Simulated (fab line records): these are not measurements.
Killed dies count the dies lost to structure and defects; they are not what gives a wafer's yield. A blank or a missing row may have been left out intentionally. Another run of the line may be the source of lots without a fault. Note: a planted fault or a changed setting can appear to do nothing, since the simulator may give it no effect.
Which tool was responsible? + flow sky130 + 10 lots, 30 wafers sampled, at 5 steps of a route of 708

## WHAT THE GAUGES SHOWED, per wafer
SKY_CONTACT_RS_MEAS_25: a four-point-probe measurement.
| lot  | measured     | on            | CONTACT_W_RS (ohm/sq) |
|------|--------------|---------------|-----------------------|
| L617 | day 31 14:28 | film_metro-04 | 0.333 0.333 0.335     |
| L619 | day 31 22:14 | film_metro-02 | 0.343 0.341 0.331     |
| L620 | day 32 08:28 | film_metro-04 | 0.339 0.342 0.341     |
| L621 | day 32 15:52 | film_metro-04 | 0.336 0.340 0.335     |
| L623 | day 33 16:29 | film_metro-02 | 0.336 0.339 0.341     |
| L624 | day 34 01:57 | film_metro-03 | 0.338 0.343 0.343     |
| L625 | day 34 22:10 | film_metro-04 | 0.339 0.339 0.343     |
| L628 | day 35 06:49 | film_metro-04 | 0.336 0.336 0.342     |
| L632 | day 37 02:31 | film_metro-02 | 0.343 0.443 0.335     |
| L640 | day 38 20:26 | film_metro-02 | 0.342 0.347 0.340     |

SKY_CONTACT_THK_MEAS_26: measures by xrf.
| lot  | measured     | on            | CONTACT_W_THK (nm) |
|------|--------------|---------------|--------------------|
| L617 | day 31 14:35 | film_metro-04 | 347 348 345        |
| L619 | day 31 22:22 | film_metro-02 | 345 344 358        |
| L620 | day 32 08:34 | film_metro-04 | 341 338 339        |
| L621 | day 32 15:58 | film_metro-04 | 344 341 348        |
| L623 | day 33 16:35 | film_metro-02 | 345 346 342        |
| L624 | day 34 02:04 | film_metro-03 | 345 339 339        |
| L625 | day 34 22:16 | film_metro-04 | 343 343 340        |
| L628 | day 35 06:56 | film_metro-04 | 346 346 338        |
| L632 | day 37 02:37 | film_metro-02 | 338 262 347        |
| L640 | day 38 20:32 | film_metro-02 | 343 339 344        |

## TOOL THAT RAN EACH LOT (tool first, then ch and the chambers of the sampled wafers, then the start)
| lot  | SKY_LOCAL_INTERCONNECT_METAL_ETCH_14 | SKY_CONTACT_ETCH_17                | SKY_CONTACT_CVD_24            |
|------|--------------------------------------|------------------------------------|-------------------------------|
| L617 | rie_metal-01 ch 0,1, day 30 09:40    | rie_diel-03 ch 0,2,3, day 31 13:35 | cvd_w-02 ch 0,1, day 31 14:21 |
| L619 | rie_metal-01 ch 1, day 30 16:53      | rie_diel-02 ch 1,2, day 31 21:23   | cvd_w-01 ch 0,1, day 31 22:08 |
| L620 | rie_metal-01 ch 1, day 31 03:08      | rie_diel-02 ch 0,1, day 32 07:35   | cvd_w-01 ch 0, day 32 08:20   |
| L621 | rie_metal-03 ch 1, day 31 09:52      | rie_diel-03 ch 0,1, day 32 14:58   | cvd_w-01 ch 0,1, day 32 15:44 |
| L623 | rie_metal-02 ch 0,1, day 32 11:31    | rie_diel-02 ch 0,1, day 33 15:36   | cvd_w-01 ch 1, day 33 16:21   |
| L624 | rie_metal-02 ch 0,1, day 32 21:13    | rie_diel-01 ch 0,2,3, day 34 01:05 | cvd_w-01 ch 0,1, day 34 01:49 |
| L625 | rie_metal-03 ch 0,1, day 33 16:46    | rie_diel-01 ch 0,2,3, day 34 21:17 | cvd_w-01 ch 0,1, day 34 22:02 |
| L628 | rie_metal-02 ch 0,1, day 34 02:34    | rie_diel-03 ch 0,1,2, day 35 05:56 | cvd_w-01 ch 0,1, day 35 06:42 |
| L632 | rie_metal-03 ch 0,1, day 35 22:08    | rie_diel-03 ch 0,1,2, day 37 01:38 | cvd_w-01 ch 0,1, day 37 02:23 |
| L640 | rie_metal-01 ch 0,1, day 37 16:50    | rie_diel-03 ch 0,2,3, day 38 19:32 | cvd_w-02 ch 0,1, day 38 20:19 |
- SKY_LOCAL_INTERCONNECT_METAL_ETCH_14: etches TiN in Cl2/BCl3, stops on PSG, target depth 110 nm, time 31.4 s.
- SKY_CONTACT_ETCH_17: etches SiO2 in C4F8/O2/Ar, stops on Si3N4, target depth 340 nm.
- SKY_CONTACT_CVD_24: deposits W, target thk 340 nm, time 102.12 s.

## WHAT THE TOOLS THEMSELVES READ (means of the sampled wafers that have a number; where no wafer has one, the mark that the record gives instead)
SKY_LOCAL_INTERCONNECT_METAL_ETCH_14.
| lot  | tool         | chamber_pressure_mTorr (mTorr) | drypump_motor_current_A (A) | oes_product_au (a.u.) | throttle_valve_pct (%) |
|------|--------------|--------------------------------|-----------------------------|-----------------------|------------------------|
| L617 | rie_metal-01 | 10.015                         | 5.9                         | 0.919                 | 21.917                 |
| L619 | rie_metal-01 | 10.000                         | 6.0                         | 0.929                 | 21.915                 |
| L620 | rie_metal-01 | 10.013                         | 6.0                         | 0.932                 | 21.898                 |
| L621 | rie_metal-03 | 9.993                          | 5.7                         | 0.921                 | 21.910                 |
| L623 | rie_metal-02 | 10.003                         | 5.6                         | 0.924                 | 21.910                 |
| L624 | rie_metal-02 | 10.001                         | 6.0                         | 0.926                 | 21.910                 |
| L625 | rie_metal-03 | 9.997                          | 5.8                         | 0.936                 | 21.901                 |
| L628 | rie_metal-02 | 9.998                          | 5.6                         | 0.942                 | 21.906                 |
| L632 | rie_metal-03 | 9.990                          | 5.9                         | 0.924                 | 21.918                 |
| L640 | rie_metal-01 | 9.997                          | 5.9                         | 0.925                 | 21.908                 |

SKY_CONTACT_ETCH_17.
| lot  | tool        | chamber_pressure_mTorr (mTorr) | oes_product_au (a.u.) |
|------|-------------|--------------------------------|-----------------------|
| L617 | rie_diel-03 | 39.99                          | 0.888                 |
| L619 | rie_diel-02 | 39.98                          | 0.893                 |
| L620 | rie_diel-02 | 40.01                          | 0.894                 |
| L621 | rie_diel-03 | 40.01                          | 0.894                 |
| L623 | rie_diel-02 | 39.99                          | 0.889                 |
| L624 | rie_diel-01 | 40.02                          | 0.891                 |
| L625 | rie_diel-01 | 40.00                          | 0.891                 |
| L628 | rie_diel-03 | 40.01                          | 0.889                 |
| L632 | rie_diel-03 | 40.00                          | 0.890                 |
| L640 | rie_diel-03 | 40.00                          | 0.893                 |

SKY_CONTACT_CVD_24.
| lot  | tool     | heater_power_w (W) |
|------|----------|--------------------|
| L617 | cvd_w-02 | 874                |
| L619 | cvd_w-01 | 946                |
| L620 | cvd_w-01 | 977                |
| L621 | cvd_w-01 | 968                |
| L623 | cvd_w-01 | 980                |
| L624 | cvd_w-01 | 961                |
| L625 | cvd_w-01 | 986                |
| L628 | cvd_w-01 | 975                |
| L632 | cvd_w-01 | 968                |
| L640 | cvd_w-02 | 884                |

## THE ANSWER, worked out from the rows above alone
Rule: the usual values come from the lots themselves. Put in order of their means at a reading, lots are off if they are a third of the lots or fewer, leave a main group of 4 or more, and stand apart from it by a gap of 3 or more times the standard deviation of the main group's means; of several such gaps the widest counts. Not used: any main group whose means are identical at the precision the tables above print for the reading. Also off: a lot with no number at a reading for which 4 or more lots have one. All remaining lots with rows at the step are treated as sound. After the gauges, taken in route order, come the tools' own readings; for these a lot's mean is taken, as printed above. At the first step where some lot is off, the reading lying furthest off is the one used; lots without a number count as furthest.
Off: L632, at SKY_CONTACT_RS_MEAS_25 (CONTACT_W_RS). The main group has a mean of 0.339 ohm/sq with a standard deviation of 0.0026.
If a tool, at a process step before that reading, ran all the lots that are off and no sound lot after the first of them, it fits. Those tools and the gauges at SKY_CONTACT_RS_MEAS_25 are tried in the same way. 2 tools fit, rie_metal-03 at SKY_LOCAL_INTERCONNECT_METAL_ETCH_14 and cvd_w-01 at SKY_CONTACT_CVD_24, so this cannot tell which one it is.

## WHAT THE SIMULATOR PUT IN
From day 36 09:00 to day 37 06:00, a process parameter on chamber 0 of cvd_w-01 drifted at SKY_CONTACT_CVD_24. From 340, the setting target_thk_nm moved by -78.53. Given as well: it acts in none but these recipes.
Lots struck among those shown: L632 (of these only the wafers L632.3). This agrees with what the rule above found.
